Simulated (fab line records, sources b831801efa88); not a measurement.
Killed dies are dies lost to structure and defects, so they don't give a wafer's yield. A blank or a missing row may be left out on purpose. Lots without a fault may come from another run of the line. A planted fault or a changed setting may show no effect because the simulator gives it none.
Which tool did it? | flow sky130 | 12 lots, 35 wafers sampled, at 5 steps of a route of 708

WHAT THE GAUGES READ, wafer by wafer
SKY_VIA2_THK_MEAS_01.
lot  | measured     | on            | VIA2_HDPCVD_THK (nm)
L803 | day 34 19:11 | film_metro-01 | 1203 1165 1188
L807 | day 37 01:28 | film_metro-04 | 1185 1191 1154
L808 | day 37 02:19 | film_metro-02 | 1197 1175 1204
L814 | day 38 19:08 | film_metro-02 | 1212 1179
L816 | day 39 03:49 | film_metro-04 | 1174 1165 1163
L818 | day 39 08:05 | film_metro-04 | 1191 1179 1166
L819 | day 39 11:29 | film_metro-02 | 1204 1170 1206
L821 | day 40 06:13 | film_metro-01 | 1181 1190 1185
L822 | day 40 19:38 | film_metro-04 | 1184 1179 1162
L823 | day 41 08:53 | film_metro-02 | 1178 1184 1198
L824 | day 41 10:31 | film_metro-02 | 1168 1146 1160
L826 | day 41 13:28 | film_metro-02 | 1179 1188 1172

SKY_VIA4_THK_MEAS_01.
lot  | measured     | on            | VIA4_HDPCVD_THK (nm)
L803 | day 41 09:45 | film_metro-04 | 1714 1754 1725
L807 | day 43 12:52 | film_metro-02 | 1716 1687 1757
L808 | day 43 13:41 | film_metro-04 | 1759 1783 1724
L814 | day 44 19:09 | film_metro-01 | 1768 1295
L816 | day 45 03:13 | film_metro-04 | 1687 1704 1297
L818 | day 45 10:56 | film_metro-04 | 1765 1732 1732
L819 | day 45 14:44 | film_metro-01 | 1750 1735 1747
L821 | day 46 01:03 | film_metro-02 | 1739 1732 1719
L822 | day 46 15:37 | film_metro-02 | 1725 1753 1742
L823 | day 47 07:17 | film_metro-02 | 1773 1764 1767
L824 | day 47 08:42 | film_metro-02 | 1732 1712 1721
L826 | day 47 12:02 | film_metro-02 | 1726 1729 1731

WHICH TOOL RAN EACH LOT (tool, then ch and the chambers of the sampled wafers, then the start)
lot  | SKY_VIA1_STRIP_16                    | SKY_METAL2_DESCUM_17              | SKY_VIA4_HDPCVD_00
L803 | plasma_asher-03 ch 0,1, day 33 14:21 | rie_metal-01 ch 0,1, day 34 18:17 | hdpcvd-01 ch 1,2, day 41 09:34
L807 | plasma_asher-03 ch 0,1, day 35 21:30 | rie_metal-01 ch 0,1, day 37 00:28 | hdpcvd-01 ch 0,1,2, day 43 12:40
L808 | plasma_asher-03 ch 0,1, day 35 22:13 | rie_metal-01 ch 0,1, day 37 01:25 | hdpcvd-02 ch 0,1,2, day 43 13:31
L814 | plasma_asher-04 ch 0,1, day 37 14:53 | rie_metal-01 ch 0, day 38 18:07   | hdpcvd-01 ch 0, day 44 18:57
L816 | plasma_asher-02 ch 0,1, day 38 00:31 | rie_metal-01 ch 0,1, day 39 02:46 | hdpcvd-01 ch 0,2, day 45 03:02
L818 | plasma_asher-02 ch 0,1, day 38 03:49 | rie_metal-01 ch 0,1, day 39 07:08 | hdpcvd-02 ch 0,1, day 45 10:45
L819 | plasma_asher-03 ch 0,1, day 38 08:00 | rie_metal-02 ch 1, day 39 10:21   | hdpcvd-02 ch 1,2, day 45 14:32
L821 | plasma_asher-03 ch 0,1, day 39 03:51 | rie_metal-02 ch 1, day 40 05:05   | hdpcvd-02 ch 0,1,2, day 46 00:52
L822 | plasma_asher-04 ch 0,1, day 39 18:09 | rie_metal-03 ch 0, day 40 18:31   | hdpcvd-02 ch 1,2, day 46 15:26
L823 | plasma_asher-02 ch 0,1, day 40 06:15 | rie_metal-03 ch 0,1, day 41 07:59 | hdpcvd-02 ch 1,2, day 47 07:06
L824 | plasma_asher-04 ch 0,1, day 40 07:48 | rie_metal-03 ch 1, day 41 09:36   | hdpcvd-02 ch 0,2, day 47 08:31
L826 | plasma_asher-02 ch 0,1, day 40 10:34 | rie_metal-01 ch 0,1, day 41 12:32 | hdpcvd-02 ch 1,2, day 47 11:51
- SKY_VIA1_STRIP_16: strips in O2/N2.
- SKY_METAL2_DESCUM_17: chemistry O2, time 8 s.
- SKY_VIA4_HDPCVD_00: deposits SiO2, target thk 1750 nm, time 291.7 s.

WHAT THE TOOLS THEMSELVES READ (means of the sampled wafers that have a number; where no wafer has one, the mark that the record gives instead)
SKY_VIA1_STRIP_16.
lot  | tool            | drypump_motor_current_A (A) | oes_product_au (a.u.) | strip_time_to_endpoint_s (s)
L803 | plasma_asher-03 | 5.9                         | 0.417                 | 4.486
L807 | plasma_asher-03 | 5.9                         | 0.411                 | 4.478
L808 | plasma_asher-03 | 5.9                         | 0.417                 | 4.472
L814 | plasma_asher-04 | 5.8                         | 0.418                 | 4.511
L816 | plasma_asher-02 | 5.7                         | 0.414                 | 4.468
L818 | plasma_asher-02 | 5.6                         | 0.417                 | 4.471
L819 | plasma_asher-03 | 5.9                         | 0.411                 | 4.432
L821 | plasma_asher-03 | 6.1                         | 0.416                 | 4.464
L822 | plasma_asher-04 | 6.1                         | 0.421                 | 4.480
L823 | plasma_asher-02 | 5.7                         | 0.416                 | 4.478
L824 | plasma_asher-04 | 6.1                         | 0.417                 | 4.492
L826 | plasma_asher-02 | 5.7                         | 0.416                 | 4.482

SKY_METAL2_DESCUM_17.
lot  | tool         | drypump_motor_current_A (A) | he_backside_leak_sccm (sccm) | oes_product_au (a.u.)
L803 | rie_metal-01 | 6.4                         | 3.49                         | 1.007
L807 | rie_metal-01 | 6.4                         | 3.19                         | 1.002
L808 | rie_metal-01 | 6.2                         | 3.37                         | 0.978
L814 | rie_metal-01 | 6.0                         | 3.49                         | 0.985
L816 | rie_metal-01 | 6.4                         | 3.22                         | 1.017
L818 | rie_metal-01 | 6.4                         | 3.25                         | 1.010
L819 | rie_metal-02 | 5.6                         | 3.53                         | 0.998
L821 | rie_metal-02 | 5.6                         | 3.39                         | 0.984
L822 | rie_metal-03 | 5.8                         | 3.53                         | 1.008
L823 | rie_metal-03 | 6.0                         | 3.48                         | 1.014
L824 | rie_metal-03 | 6.5                         | 3.00                         | 1.019
L826 | rie_metal-01 | 6.4                         | 3.30                         | 0.999

THE ANSWER, worked out from the rows above alone
Rule: what is usual is taken from the lots themselves. Put in order of their means at a reading, lots are off if they are a third of the lots or fewer, leave a main group of 4 or more, and stand apart from it by a gap of 3 or more times the standard deviation of the main group's means; of several such gaps the widest counts. A main group whose means are all the same, to the digits that the tables above print for the reading, isn't used. A lot without any number at a reading at which 4 lots or more have one is off too. The other lots that the step has rows for count as sound. The gauges are gone through in route order, then the tools' own readings, and for those a lot's mean is taken as printed above. The first step at which some lot is off is used, and at that step the reading that is off furthest; a lot without a number counts as furthest.
Off: L814, L816, at SKY_VIA4_THK_MEAS_01 (VIA4_HDPCVD_THK). The main group: mean 1738 nm, standard deviation 14.
A tool fits if, at a process step before that reading, it ran every lot that is off, and no sound lot after the first of them. The gauges at SKY_VIA4_THK_MEAS_01 are tried like those tools. One fits: hdpcvd-01 at SKY_VIA4_HDPCVD_00. Its last sound lot is L807 (day 43 12:40), its first lot that is off L814 (day 44 18:57): a fault that began between those two fits.

WHAT THE SIMULATOR HAD PUT IN
Process parameter drift: hdpcvd-01, from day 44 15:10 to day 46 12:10, at SKY_VIA4_HDPCVD_00. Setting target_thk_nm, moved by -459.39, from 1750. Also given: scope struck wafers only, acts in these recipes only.
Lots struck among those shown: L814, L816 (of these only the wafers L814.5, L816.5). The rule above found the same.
